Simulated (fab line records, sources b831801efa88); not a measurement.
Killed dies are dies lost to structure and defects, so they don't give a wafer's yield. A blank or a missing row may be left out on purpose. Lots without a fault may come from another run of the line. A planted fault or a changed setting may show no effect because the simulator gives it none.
A struck lot beside a sound one | flow sky130 | 23 steps out of a route of 708
Sound: wafers L363.1, L363.3, L363.5. Struck: wafers L364.1, L364.5, L364.6. The cause comes at the end.
At each step with rows: each side's tool, then ch and its chambers, then its first start. Under that, the readings that differ: sound wafers | struck wafers | difference of the means | sigmas: that difference in standard deviations of wafers without a fault.
alike: readings whose means differ by less than 2 such deviations, and words and numbers that are the same on both sides. not compared: withheld readings, readings that some wafer has no value for, bounds like >300 that may hide the same value, and numbers for which the record gives no deviation and whose values overlap.
The two part at a step that has a row with sigmas, a row that says differs or no value, or rows on one side only. Numbers that don't overlap but have no deviation are shown without sigmas and don't part them. A reading that every wafer of one side lacks parts them only if that side has two wafers or more.

first, 5 steps without rows for these wafers: SKY_VT_ADJUST_NCORE_COAT_02 (resist thk 1140 nm); SKY_VT_ADJUST_NCORE_SOFTBAKE_03 (time 60 s); SKY_VT_ADJUST_NCORE_EXPOSE_04 (exposes mask LVTN COMPLEMENT THIN, target cd 380 nm); SKY_VT_ADJUST_NCORE_PEB_05; SKY_VT_ADJUST_NCORE_DEVELOP_06 (develop time 60 s).
SKY_VT_ADJUST_NCORE_CD_MEAS_07: target cd 380 nm.
  sound on cd_sem-01, day 11 20:47; struck on cd_sem-02, day 11 23:02
  alike: cd_nm
SKY_VT_ADJUST_NCORE_OVL_MEAS_08:
  sound on overlay-02, day 11 20:54; struck on overlay-01, day 11 23:09
  reading                  | sound         | struck      | difference | sigmas
  VT_ADJUST_NCORE_OVL (nm) | -0.8 0.0 -1.7 | 1.2 1.2 2.8 | +2.6       | +2
then, 1 step without rows for these wafers: SKY_VT_ADJUST_NCORE_IMPLANT_09.
SKY_VT_ADJUST_NCORE_STRIP_10: strips in O2/N2.
  sound on plasma_asher-02 ch 1, day 11 21:05; struck on plasma_asher-04 ch 0,1, day 11 23:20
  reading                     | sound       | struck      | difference | sigmas
  drypump_motor_current_A (A) | 6.5 6.5 6.5 | 5.6 5.6 5.0 | -1.1       | -2
  alike: oes_product_au, strip_time_to_endpoint_s
  not compared: rf_hours_counter_h
SKY_VT_ADJUST_NCORE_TW_MEAS_11:
  sound on film_metro-03, day 11 21:11; struck on film_metro-02, day 11 23:26
  reading            | sound             | struck            | difference | sigmas
  VT_ADJUST_NCORE_TW | 221.1 222.1 221.9 | 218.3 218.1 218.4 | -3.4       | -2
then, 2 steps without rows for these wafers: SKY_VT_ADJUST_HVTR_DEHYDRATE_00 (time 60 s); SKY_VT_ADJUST_HVTR_HMDS_01 (prime time 60 s).
SKY_VT_ADJUST_HVTR_COAT_02: resist thk 1140 nm.
  sound on litho_track-02 ch 0, day 12 09:01; struck on litho_track-01 ch 0, day 12 11:34
  reading                                             | sound                | struck               | difference | sigmas
  spin_speed_rpm (rpm)                                | 2999.5 2999.8 3000.4 | 3662.5 3662.9 3659.7 | +661.8     | +99 or more
  model.NOVOLAK_of_VT_ADJUST_HVTR_COAT_02.thk_nm (nm) | 1141 1139 1142       | 1033 1031 1032       | -109       |
then, 3 steps without rows for these wafers: SKY_VT_ADJUST_HVTR_SOFTBAKE_03 (time 60 s); SKY_VT_ADJUST_HVTR_EXPOSE_04 (exposes mask HVTRM, target cd 380 nm); SKY_VT_ADJUST_HVTR_PEB_05.
SKY_VT_ADJUST_HVTR_DEVELOP_06: develop time 60 s.
  sound on litho_track-01 ch 0, day 12 21:16; struck on litho_track-02 ch 0, day 12 23:52
  reading                                             | sound          | struck         | difference | sigmas
  model.NOVOLAK_of_VT_ADJUST_HVTR_COAT_02.thk_nm (nm) | 1140 1139 1141 | 1033 1031 1032 | -108       |
SKY_VT_ADJUST_HVTR_CD_MEAS_07: target cd 380 nm.
  sound on cd_sem-02, day 12 21:25; struck on cd_sem-02, day 13 00:01
  reading    | sound             | struck            | difference | sigmas
  cd_nm (nm) | 381.4 379.3 381.7 | 390.1 391.9 391.1 | +10.2      | +4
SKY_VT_ADJUST_HVTR_OVL_MEAS_08:
  sound on overlay-01, day 12 21:32; struck on overlay-01, day 13 00:08
  alike: VT_ADJUST_HVTR_OVL
then, 1 step without rows for these wafers: SKY_VT_ADJUST_HVTR_IMPLANT_09.
SKY_VT_ADJUST_HVTR_STRIP_10: strips in O2/N2.
  sound on plasma_asher-01 ch 1, day 12 21:44; struck on plasma_asher-01 ch 0,1, day 13 00:19
  reading                      | sound             | struck            | difference | sigmas
  strip_time_to_endpoint_s (s) | 14.19 14.17 14.21 | 12.95 12.92 12.93 | -1.26      | -35
  alike: drypump_motor_current_A, oes_product_au
  not compared: rf_hours_counter_h
SKY_VT_ADJUST_HVTR_TW_MEAS_11:
  sound on film_metro-01, day 12 21:50; struck on film_metro-03, day 13 00:25
  alike: VT_ADJUST_HVTR_TW
-- the record jumps here: 36 days lie between the struck wafers' starts before and after (it left off in module VT_ADJUST_HVTR and takes up again in module PAD_OPEN, whose first step shown is number 708 of the route) --
SKY_PAD_OPEN_PROBE_99:
  sound on prober-01, day 48 12:04; struck on prober-01, day 48 16:55
  alike: killed_at_M0_to_M3, killed_at_M4_up, killed_at_contacts, killed_at_front_end, killed_at_other, killed_dies, killed_on_rim, killed_open, killed_short

WHERE THEY PART
First at SKY_VT_ADJUST_NCORE_OVL_MEAS_08; last, within this record, at SKY_VT_ADJUST_HVTR_STRIP_10. Later steps at which nothing parts them and some readings are alike: SKY_VT_ADJUST_HVTR_TW_MEAS_11, SKY_PAD_OPEN_PROBE_99.

WHY: what the simulator had put in
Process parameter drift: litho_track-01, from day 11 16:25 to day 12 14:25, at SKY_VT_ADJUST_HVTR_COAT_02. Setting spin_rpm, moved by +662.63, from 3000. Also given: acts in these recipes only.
